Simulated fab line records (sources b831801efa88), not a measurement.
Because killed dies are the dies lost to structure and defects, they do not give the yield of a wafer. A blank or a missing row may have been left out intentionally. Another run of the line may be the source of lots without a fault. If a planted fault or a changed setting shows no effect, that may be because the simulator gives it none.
The tool behind it: which one? / flow gf180mcu / 14 lots with 42 wafers sampled at 3 steps, on a route of 602 steps

## WHAT THE GAUGES SHOWED, per wafer
GF_V3_THK_MEAS_01. Usual: for V3_CVD_00_THK the level is 600 nm and the standard deviation is 5.2.
lot=L627; measured=day 21 13:20; on=film_metro-02; V3_CVD_00_THK (nm)=602 594 608; flag=
lot=L628; measured=day 21 14:26; on=film_metro-04; V3_CVD_00_THK (nm)=596 606 595; flag=
lot=L629; measured=day 22 08:52; on=film_metro-04; V3_CVD_00_THK (nm)=593 592 599; flag=
lot=L637; measured=day 25 04:37; on=film_metro-02; V3_CVD_00_THK (nm)=605 594 598; flag=
lot=L638; measured=day 25 10:56; on=film_metro-03; V3_CVD_00_THK (nm)=597 600 599; flag=
lot=L639; measured=day 25 16:49; on=film_metro-04; V3_CVD_00_THK (nm)=593 602 599; flag=
lot=L641; measured=day 26 05:14; on=film_metro-04; V3_CVD_00_THK (nm)=608 600 610; flag=
lot=L643; measured=day 26 22:55; on=film_metro-02; V3_CVD_00_THK (nm)=601 606 606; flag=
lot=L644; measured=day 27 04:31; on=film_metro-03; V3_CVD_00_THK (nm)=598 599 599; flag=
lot=L645; measured=day 27 13:41; on=film_metro-04; V3_CVD_00_THK (nm)=601 594 600; flag=
lot=L646; measured=day 27 16:58; on=film_metro-04; V3_CVD_00_THK (nm)=604 599 599; flag=
lot=L647; measured=day 28 06:17; on=film_metro-03; V3_CVD_00_THK (nm)=602 592 599; flag=
lot=L648; measured=day 28 08:06; on=film_metro-03; V3_CVD_00_THK (nm)=596 595 595; flag=
lot=L650; measured=day 29 01:29; on=film_metro-02; V3_CVD_00_THK (nm)=598 597 600; flag=

GF_M4_OVL_MEAS_15. Usual: for M4_OVL the level is 3 nm and the standard deviation is 5.1.
lot=L627; measured=day 23 13:27; on=overlay-01; M4_OVL (nm)=-1 0 1; flag=
lot=L628; measured=day 23 15:15; on=overlay-01; M4_OVL (nm)=3 -1 -1; flag=
lot=L629; measured=day 24 08:42; on=overlay-02; M4_OVL (nm)=0 5 4; flag=
lot=L637; measured=day 27 00:32; on=overlay-01; M4_OVL (nm)=3 0 -1; flag=
lot=L638; measured=day 27 06:47; on=overlay-02; M4_OVL (nm)=0 5 -3; flag=
lot=L639; measured=day 27 12:23; on=overlay-02; M4_OVL (nm)=7 9 14; flag=
lot=L641; measured=day 28 00:32; on=overlay-01; M4_OVL (nm)=5 4 -4; flag=
lot=L643; measured=day 28 16:28; on=overlay-01; M4_OVL (nm)=1 3 1; flag=
lot=L644; measured=day 28 22:50; on=overlay-02; M4_OVL (nm)=2 2 1; flag=
lot=L645; measured=day 29 07:56; on=overlay-01; M4_OVL (nm)=1 -10 -3; flag=
lot=L646; measured=day 29 10:59; on=overlay-02; M4_OVL (nm)=7 -1 0; flag=
lot=L647; measured=day 29 22:50; on=overlay-01; M4_OVL (nm)=-3 0 1; flag=
lot=L648; measured=day 30 00:40; on=overlay-01; M4_OVL (nm)=-10 -7 5; flag=
lot=L650; measured=day 30 16:53; on=overlay-01; M4_OVL (nm)=7 9 4; flag=

## WHICH TOOL RAN EACH LOT (tool, then ch and the chambers of the sampled wafers, then the start)
lot=L627; GF_V3_ETCH_17=rie_diel-03 ch 0,1,2, day 23 13:27 or earlier
lot=L628; GF_V3_ETCH_17=rie_diel-04 ch 0,3, day 23 15:15 or earlier
lot=L629; GF_V3_ETCH_17=rie_diel-03 ch 1,3, day 24 08:42 or earlier
lot=L637; GF_V3_ETCH_17=rie_diel-01 ch 0,2,3, day 27 00:32 or earlier
lot=L638; GF_V3_ETCH_17=rie_diel-03 ch 0,2, day 27 06:47 or earlier
lot=L639; GF_V3_ETCH_17=rie_diel-03 ch 0,1,3, day 27 12:23 or earlier
lot=L641; GF_V3_ETCH_17=rie_diel-01 ch 0,1,3, day 28 00:32 or earlier
lot=L643; GF_V3_ETCH_17=rie_diel-04 ch 0,2, day 28 16:28 or earlier
lot=L644; GF_V3_ETCH_17=rie_diel-04 ch 1,2,3, day 28 22:50 or earlier
lot=L645; GF_V3_ETCH_17=rie_diel-01 ch 2,3, day 29 07:56 or earlier
lot=L646; GF_V3_ETCH_17=rie_diel-04 ch 0,1,2, day 29 10:59 or earlier
lot=L647; GF_V3_ETCH_17=rie_diel-04 ch 2,3, day 29 22:50 or earlier
lot=L648; GF_V3_ETCH_17=rie_diel-03 ch 1,3, day 30 00:40 or earlier
lot=L650; GF_V3_ETCH_17=rie_diel-01 ch 0,1,3, day 30 16:53 or earlier
- GF_V3_ETCH_17: etches SiO2 in C4F8/O2/Ar, stops on TiN, target depth 635 nm.

## WHAT THE TOOLS THEMSELVES READ (means of the sampled wafers that have a number; where no wafer has one, the mark that the record gives instead)
GF_V3_ETCH_17. Usual: oes_product_au 0.856 a.u., standard deviation 0.0045; rf_fwd_power_W 1494 W, standard deviation 4.7.
lot=L627; tool=rie_diel-03; oes_product_au (a.u.)=0.858; rf_fwd_power_W (W)=1492; flag=
lot=L628; tool=rie_diel-04; oes_product_au (a.u.)=0.854; rf_fwd_power_W (W)=1494; flag=
lot=L629; tool=rie_diel-03; oes_product_au (a.u.)=0.855; rf_fwd_power_W (W)=1500; flag=
lot=L637; tool=rie_diel-01; oes_product_au (a.u.)=0.859; rf_fwd_power_W (W)=1492; flag=
lot=L638; tool=rie_diel-03; oes_product_au (a.u.)=0.852; rf_fwd_power_W (W)=1490; flag=
lot=L639; tool=rie_diel-03; oes_product_au (a.u.)=0.858; rf_fwd_power_W (W)=1496; flag=
lot=L641; tool=rie_diel-01; oes_product_au (a.u.)=0.855; rf_fwd_power_W (W)=1494; flag=
lot=L643; tool=rie_diel-04; oes_product_au (a.u.)=0.854; rf_fwd_power_W (W)=1497; flag=
lot=L644; tool=rie_diel-04; oes_product_au (a.u.)=0.858; rf_fwd_power_W (W)=1491; flag=
lot=L645; tool=rie_diel-01; oes_product_au (a.u.)=0.860; rf_fwd_power_W (W)=1498; flag=
lot=L646; tool=rie_diel-04; oes_product_au (a.u.)=0.853; rf_fwd_power_W (W)=1496; flag=
lot=L647; tool=rie_diel-04; oes_product_au (a.u.)=0.856; rf_fwd_power_W (W)=1496; flag=
lot=L648; tool=rie_diel-03; oes_product_au (a.u.)=0.861; rf_fwd_power_W (W)=1496; flag=
lot=L650; tool=rie_diel-01; oes_product_au (a.u.)=0.859; rf_fwd_power_W (W)=1489; flag=

## THE ANSWER, worked out from the rows above alone
Rule: a lot is off if the mean of its wafers that have a number lies more than 3 standard deviations from the usual mean. Also off: a lot with no number at a reading for which 4 or more lots have one. All remaining lots with rows at the step are treated as sound. After the gauges, taken in route order, come the tools' own readings; for these a lot's mean is taken, as printed above. At the first step where some lot is off, the reading lying furthest off is the one used; lots without a number count as furthest.
No lot is off at any reading shown: from this, nothing can be told.

## WHAT THE SIMULATOR HAD INSERTED
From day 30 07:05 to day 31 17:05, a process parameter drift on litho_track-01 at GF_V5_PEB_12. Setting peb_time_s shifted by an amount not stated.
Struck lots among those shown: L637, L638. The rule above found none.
